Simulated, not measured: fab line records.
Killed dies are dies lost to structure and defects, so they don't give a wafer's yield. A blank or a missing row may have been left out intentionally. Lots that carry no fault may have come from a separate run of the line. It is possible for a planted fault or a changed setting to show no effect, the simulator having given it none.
Which tool was responsible? | flow sky130 | Sampling: 24 lots, 72 wafers, 5 of 708 route steps

## WHAT EACH GAUGE READ, for each wafer
SKY_CAPM_THK_MEAS_01.
lot  | measured     | on            | CAPM_CVD_00_THK (nm)
L074 | day 37 03:34 | film_metro-03 | 15.47 15.61 15.81
L075 | day 37 12:52 | film_metro-04 | 15.25 15.48 15.82
L076 | day 38 02:52 | film_metro-02 | 15.13 15.79 15.41
L077 | day 38 00:21 | film_metro-04 | 15.66 15.34 15.82
L078 | day 38 04:44 | film_metro-04 | 15.03 15.35 15.23
L079 | day 38 06:30 | film_metro-04 | 15.62 15.34 15.51
L080 | day 38 17:39 | film_metro-04 | 15.46 15.52 15.50
L081 | day 38 21:22 | film_metro-02 | 15.29 15.79 15.97
L082 | day 39 09:14 | film_metro-02 | 15.40 15.61 15.89
L083 | day 39 13:23 | film_metro-04 | 15.38 15.34 15.71
L084 | day 39 20:05 | film_metro-04 | 15.68 15.88 15.73
L085 | day 39 23:30 | film_metro-03 | 15.42 15.46 15.35
L086 | day 40 02:36 | film_metro-02 | 15.77 15.43 15.60
L088 | day 40 19:06 | film_metro-03 | 15.26 14.98 15.47
L087 | day 40 20:11 | film_metro-03 | 15.10 15.49 15.24
L089 | day 41 03:23 | film_metro-03 | 15.81 15.56 16.34
L091 | day 41 12:44 | film_metro-04 | 15.39 15.49 15.46
L090 | day 41 20:47 | film_metro-02 | 15.52 15.49 15.93
L092 | day 41 19:49 | film_metro-02 | 15.61 15.96 15.57
L093 | day 42 06:11 | film_metro-04 | 15.59 15.27 15.53
L094 | day 42 08:59 | film_metro-04 | 15.33 15.86 15.66
L095 | day 42 23:27 | film_metro-02 | 15.37 15.65 16.03
L096 | day 43 01:40 | film_metro-04 | 15.52 15.96 15.62
L097 | day 43 05:53 | film_metro-03 | 15.24 15.57 16.45

SKY_CAPM_THK_MEAS_04: measures by xrf.
lot  | measured     | on            | CAPM_TIN_THK (nm)
L074 | day 37 03:51 | film_metro-02 | 195 195 195
L075 | day 37 13:09 | film_metro-02 | 201 198 202
L076 | day 38 03:10 | film_metro-03 | 196 196 196
L077 | day 38 00:41 | film_metro-02 | 199 201 198
L078 | day 38 05:02 | film_metro-03 | 198 197 197
L079 | day 38 06:47 | film_metro-03 | 199 199 199
L080 | day 38 17:57 | film_metro-02 | 199 201 200
L081 | day 38 21:40 | film_metro-04 | 196 195 197
L082 | day 39 09:32 | film_metro-03 | 197 196 200
L083 | day 39 13:41 | film_metro-02 | 199 206 204
L084 | day 39 20:23 | film_metro-03 | 201 201 200
L085 | day 39 23:47 | film_metro-02 | 205 204 201
L086 | day 40 02:53 | film_metro-04 | 199 198 197
L088 | day 40 19:23 | film_metro-03 | 200 202 201
L087 | day 40 20:28 | film_metro-02 | 198 197 199
L089 | day 41 03:41 | film_metro-02 | 206 203 207
L091 | day 41 13:01 | film_metro-02 | 201 203 200
L090 | day 41 21:04 | film_metro-02 | 206 203 201
L092 | day 41 20:07 | film_metro-04 | 196 195 200
L093 | day 42 06:29 | film_metro-03 | 195 200 198
L094 | day 42 09:17 | film_metro-03 | 198 202 195
L095 | day 42 23:44 | film_metro-04 | 201 198 197
L096 | day 43 01:57 | film_metro-02 | 203 201 200
L097 | day 43 06:11 | film_metro-02 | 203 209 199

SKY_VIA4_BOW_MEAS_03.
lot  | measured     | on            | VIA4_BOW (um)
L074 | day 42 13:44 | film_metro-03 | 83 81 88
L075 | day 42 21:35 | film_metro-04 | 81 77 96
L076 | day 43 08:59 | film_metro-03 | 71 60 76
L077 | day 43 07:23 | film_metro-01 | 85 82 90
L078 | day 43 10:51 | film_metro-03 | 77 73 79
L079 | day 43 15:04 | film_metro-04 | 83 74 86
L080 | day 44 00:00 | film_metro-03 | 77 87 76
L081 | day 44 14:01 | film_metro-04 | 81 90 82
L082 | day 44 15:20 | film_metro-01 | 77 73 77
L083 | day 44 17:54 | film_metro-03 | 73 78 77
L084 | day 44 23:03 | film_metro-04 | 69 76 79
L085 | day 45 02:06 | film_metro-03 | 84 92 80
L086 | day 45 05:39 | film_metro-03 | 74 78 75
L088 | day 45 21:49 | film_metro-04 | 81 91 87
L087 | day 45 21:29 | film_metro-01 | 87 77 84
L089 | day 46 02:20 | film_metro-03 | 73 67 74
L091 | day 46 11:55 | film_metro-03 | 91 81 86
L090 | day 46 19:05 | film_metro-01 | 82 84 85
L092 | day 46 18:07 | film_metro-03 | 77 71 71
L093 | day 47 02:20 | film_metro-01 | 68 70 80
L094 | day 47 05:16 | film_metro-04 | 75 83 77
L095 | day 47 23:56 | film_metro-01 | 92 80 82
L096 | day 47 21:18 | film_metro-04 | 86 78 78
L097 | day 48 00:37 | film_metro-01 | 76 68 77

SKY_VIA4_RS_MEAS_19: a four-point-probe measurement.
lot  | measured     | on            | VIA4_W_RS (ohm/sq)
L074 | day 43 13:59 | film_metro-03 | 0.224 0.228 0.229
L075 | day 43 21:35 | film_metro-01 | 0.228 0.233 0.228
L076 | day 44 08:41 | film_metro-03 | 0.228 0.226 0.232
L077 | day 44 07:08 | film_metro-03 | 0.222 0.222 0.222
L078 | day 44 10:08 | film_metro-04 | 0.232 0.232 0.231
L079 | day 44 14:49 | film_metro-01 | 0.226 0.230 0.227
L080 | day 44 23:31 | film_metro-03 | 0.222 0.220 0.221
L081 | day 45 12:22 | film_metro-04 | 0.232 0.229 0.233
L082 | day 45 14:17 | film_metro-04 | 0.223 0.222 0.223
L083 | day 45 16:33 | film_metro-01 | 0.222 0.227 0.222
L084 | day 45 21:20 | film_metro-04 | 0.224 0.217 0.224
L085 | day 46 00:41 | film_metro-04 | 0.224 0.228 0.224
L086 | day 46 03:38 | film_metro-01 | 0.224 0.225 0.224
L088 | day 46 19:51 | film_metro-03 | 0.222 0.223 0.225
L087 | day 46 19:37 | film_metro-01 | 0.232 0.227 0.230
L089 | day 46 23:43 | film_metro-03 | 0.226 0.221 0.226
L091 | day 47 09:31 | film_metro-03 | 0.236 0.232 0.233
L090 | day 47 15:47 | film_metro-04 | 0.228 0.226 0.227
L092 | day 47 15:08 | film_metro-03 | 0.222 0.226 0.226
L093 | day 47 23:49 | film_metro-04 | 0.229 0.228 0.224
L094 | day 48 02:21 | film_metro-01 | 0.232 0.229 0.233
L095 | day 48 19:31 | film_metro-01 | 0.233 0.233 0.232
L096 | day 48 17:00 | film_metro-04 | 0.223 0.222 0.227
L097 | day 48 20:32 | film_metro-04 | 0.226 0.223 0.225

## TOOL THAT RAN EACH LOT (tool first, then ch and the chambers of the sampled wafers, then the start)
lot  | SKY_VIA1_CMP_24
L074 | cmp-01 ch 2,3, day 34 18:58
L075 | cmp-02 ch 0,1,2, day 35 03:16
L076 | cmp-01 ch 2,3, day 35 14:16
L077 | cmp-02 ch 0,1, day 35 15:56
L078 | cmp-02 ch 0,2,3, day 35 19:40
L079 | cmp-02 ch 0,1,2, day 35 22:35
L080 | cmp-01 ch 1,2, day 36 09:17
L081 | cmp-01 ch 0,1, day 36 13:08
L082 | cmp-01 ch 0,1,3, day 37 02:08
L083 | cmp-01 ch 1,2,3, day 37 07:41
L084 | cmp-02 ch 0,1,2, day 37 14:42
L085 | cmp-02 ch 0,1,2, day 37 18:11
L086 | cmp-02 ch 0,2,3, day 37 20:58
L088 | cmp-02 ch 1,3, day 38 14:05
L087 | cmp-01 ch 1,2,3, day 38 16:05
L089 | cmp-02 ch 0,1,3, day 38 22:26
L091 | cmp-01 ch 1,3, day 39 08:19
L090 | cmp-01 ch 1,3, day 39 10:04
L092 | cmp-01 ch 1,2, day 39 15:35
L093 | cmp-01 ch 0,1,3, day 40 03:11
L094 | cmp-01 ch 1,2, day 40 04:50
L095 | cmp-01 ch 0,1, day 40 21:04
L096 | cmp-02 ch 0,1,3, day 40 22:49
L097 | cmp-01 ch 0,1,3, day 41 02:35
- SKY_VIA1_CMP_24: polishes, stops on SiO2, t overpolish 15 s, target thk 0 nm.

## WHAT THE TOOLS THEMSELVES READ (means of the sampled wafers that have a number; where no wafer has one, the mark that the record gives instead)
SKY_VIA1_CMP_24.
lot  | tool   | motor_current_A (A) | overpolish_run_s (s) | slurry_filter_dp_kPa (kPa) | time_to_endpoint_s (s)
L074 | cmp-01 | 9.5                 | 15.000               | 13.35                      | 66
L075 | cmp-02 | 10.8                | 15.008               | 13.49                      | 62
L076 | cmp-01 | 9.8                 | 15.006               | 13.52                      | 66
L077 | cmp-02 | 10.5                | 14.988               | 13.58                      | 65
L078 | cmp-02 | 10.5                | 15.009               | 13.51                      | 69
L079 | cmp-02 | 10.3                | 14.992               | 13.66                      | 60
L080 | cmp-01 | 10.0                | 15.000               | 13.57                      | 69
L081 | cmp-01 | 10.7                | 15.005               | 13.53                      | 67
L082 | cmp-01 | 10.4                | 15.002               | 13.58                      | 69
L083 | cmp-01 | 10.4                | 15.005               | 13.47                      | 71
L084 | cmp-02 | 10.1                | 14.998               | 13.51                      | 65
L085 | cmp-02 | 10.6                | 15.005               | 13.53                      | 66
L086 | cmp-02 | 10.6                | 15.002               | 13.53                      | 68
L088 | cmp-02 | 10.8                | 15.001               | 13.45                      | 70
L087 | cmp-01 | 10.4                | 15.002               | 13.40                      | 70
L089 | cmp-02 | 10.6                | 14.986               | 13.55                      | 68
L091 | cmp-01 | 10.4                | 14.997               | 13.45                      | 69
L090 | cmp-01 | 10.7                | 14.995               | 13.45                      | 71
L092 | cmp-01 | 10.3                | 15.003               | 13.58                      | 68
L093 | cmp-01 | 10.0                | 15.000               | 13.47                      | 68
L094 | cmp-01 | 10.6                | 14.994               | 13.44                      | 72
L095 | cmp-01 | 10.5                | 14.995               | 13.48                      | 65
L096 | cmp-02 | 10.7                | 14.995               | 13.30                      | 69
L097 | cmp-01 | 10.4                | 15.003               | 13.54                      | 67

## THE ANSWER, worked out from the rows above alone
Rule: usual is defined by the lots themselves. Put in order of their means at a reading, lots are off if they are a third of the lots or fewer, leave a main group of 4 or more, and stand apart from it by a gap of 3 or more times the standard deviation of the main group's means; of several such gaps the widest counts. Not used: any main group whose means are identical at the precision the tables above print for the reading. A lot without any number at a reading at which 4 lots or more have one is off too. Where the step has rows for the other lots, those lots are counted as sound. The gauges are gone through in route order, then the tools' own readings, and for those a lot's mean is taken as printed above. At the first step where some lot is off, the reading lying furthest off is the one used; lots without a number count as furthest.
Nothing can be told from this: no lot is off at any reading shown.

## WHAT HAD BEEN PUT IN BY THE SIMULATOR
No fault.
